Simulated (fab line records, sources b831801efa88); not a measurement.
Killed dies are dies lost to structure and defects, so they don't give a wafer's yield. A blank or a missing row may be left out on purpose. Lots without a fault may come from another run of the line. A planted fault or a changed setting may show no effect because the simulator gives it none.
Problem report in the 8D (eight disciplines) form, filled by code | flow sky130 | the parts of the form that need people (team, actions taken, sign-off) are left out

1. THE PROBLEM
oes_product_au at SKY_METAL4_METAL_ETCH_18 reads a mean of 0.982 a.u. on 1 wafer of 1 lot; wafers without a fault read 0.865 a.u. with a standard deviation of 0.0055. That is +21 standard deviations from the usual mean.
The step: etches the open film in Cl2/BCl3, stops on SiO2, target depth 845 nm, time 183.1 s.
First seen on wafer L983.3, day 46 07:23, on rie_metal-01. The record holds 33 wafers of 11 lots with a number at this step. Rule for "out", or "out of limits": more than 4 standard deviations from the usual mean. The other wafers with a number count as sound.

2. WHAT IT IS AND WHAT IT IS NOT
question                    | is                | is not
which readings at this step | oes_product_au    | drypump_motor_current_A, throttle_valve_pct
which lots                  | L983              | L969, L970, L971, L972, L973, L976, L978, L979, L980, L982
which wafers of those lots  | L983.3            | L983.4, L983.5
read on which tools         | rie_metal-01      | rie_metal-03, rie_metal-04
when                        | from day 46 07:23 | up to then (32 sound wafers)

3. SUSPECTS, AND WHAT RULES EACH OUT
Counting: a tool at a process step up to the reading stays a suspect if it ran every lot that is out. Sound lots after the first of them don't rule it out here, since some wafers of a struck lot are sound.
- rie_diel-04 at SKY_VIA3_ETCH_14 (etches BARC in N2/H2, stops on SiO2, time 45.9 s, target depth 60 nm): kept. It ran the lot that is out, L983 (day 44 09:11); its last sound lot up to then is L982 (day 43 16:29).
- pvd_sputter-02 at SKY_VIA3_SPUTTER_20 (material TiN, target thk 20 nm, time 80 s): kept. It ran the lot that is out, L983 (day 44 09:55); its last sound lot up to then is L976 (day 42 03:32).
- pvd_sputter-04 at SKY_METAL4_SPUTTER_02 (material AlCu, target thk 735 nm, time 39.1 s): kept. It ran the lot that is out, L983 (day 44 10:38); its last sound lot up to then is L982 (day 43 17:55).
- rie_metal-01 at SKY_METAL4_METAL_ETCH_18 (etches the open film in Cl2/BCl3, stops on SiO2, target depth 845 nm, time 183.1 s): kept. It ran the lot that is out, L983 (day 46 07:23); its last sound lot up to then is L982 (day 45 15:49). Its own readings are out on those wafers: oes_product_au.
- Within rie_diel-04 at SKY_VIA3_ETCH_14: the wafers that are out ran in chamber 2; their sound lot-mates ran in chamber 0.
Left after counting: rie_diel-04 at SKY_VIA3_ETCH_14, pvd_sputter-02 at SKY_VIA3_SPUTTER_20, pvd_sputter-04 at SKY_METAL4_SPUTTER_02, rie_metal-01 at SKY_METAL4_METAL_ETCH_18.

4. THE CAUSE (what the simulator had put in)
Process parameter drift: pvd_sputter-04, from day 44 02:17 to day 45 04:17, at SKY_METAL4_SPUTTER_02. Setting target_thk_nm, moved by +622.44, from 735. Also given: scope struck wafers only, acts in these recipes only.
Counting left 4 suspects, and this tool is among them.

5. THE CHAIN OF EFFECTS, in route order
Each row: a reading whose mean over the struck wafers that have a number lies more than 3 standard deviations from the usual. Only readings for which the record gives a usual standard deviation are gone through. hours: the time from each lot's start at the first step in this table that gives one to its start at this step, as a median over the lots. sigmas: the change in usual standard deviations.
hours | step                     | reading              | usual      | on struck wafers | change | sigmas
0     | SKY_METAL4_METAL_ETCH_18 | oes_product_au       | 0.865 a.u. | 0.982            | +0.117 | +21
83    | SKY_PAD_OPEN_PROBE_99    | defect_limited_yield | 81.9 %     | 0.0              | -81.9  | -41
83    | SKY_PAD_OPEN_PROBE_99    | killed_at_M4_up      | 3.2        | 409.0            | +405.8 | +99 or more
83    | SKY_PAD_OPEN_PROBE_99    | killed_dies          | 89         | 492              | +403   | +42
83    | SKY_PAD_OPEN_PROBE_99    | killed_on_rim        | 17         | 96               | +79    | +21
83    | SKY_PAD_OPEN_PROBE_99    | sort_bin_5_function  | 10.7 %     | 92.9             | +82.2  | +59
83    | SKY_PAD_OPEN_PROBE_99    | sort_n_pass          | 403        | 0                | -403   | -42
83    | SKY_PAD_OPEN_PROBE_99    | sort_yield_pct       | 81.9 %     | 0.0              | -81.9  | -41
The process steps in it:
- SKY_METAL4_METAL_ETCH_18: etches the open film in Cl2/BCl3, stops on SiO2, target depth 845 nm, time 183.1 s.
- SKY_PAD_OPEN_PROBE_99

6. WHAT WOULD HAVE CAUGHT IT SOONER
In this record the first reading out of limits was taken at day 46 07:23, 53 hours after the fault began at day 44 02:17.
Of the tool readings at SKY_METAL4_SPUTTER_02 for which the record gives a usual standard deviation, none was out on any struck wafer, so an alarm limit of 4 standard deviations on them would not have fired.
All the lots that are out (1) had begun SKY_METAL4_SPUTTER_02 on pvd_sputter-04 by day 46 07:23. A hold on the tool at that time would have spared none of them.
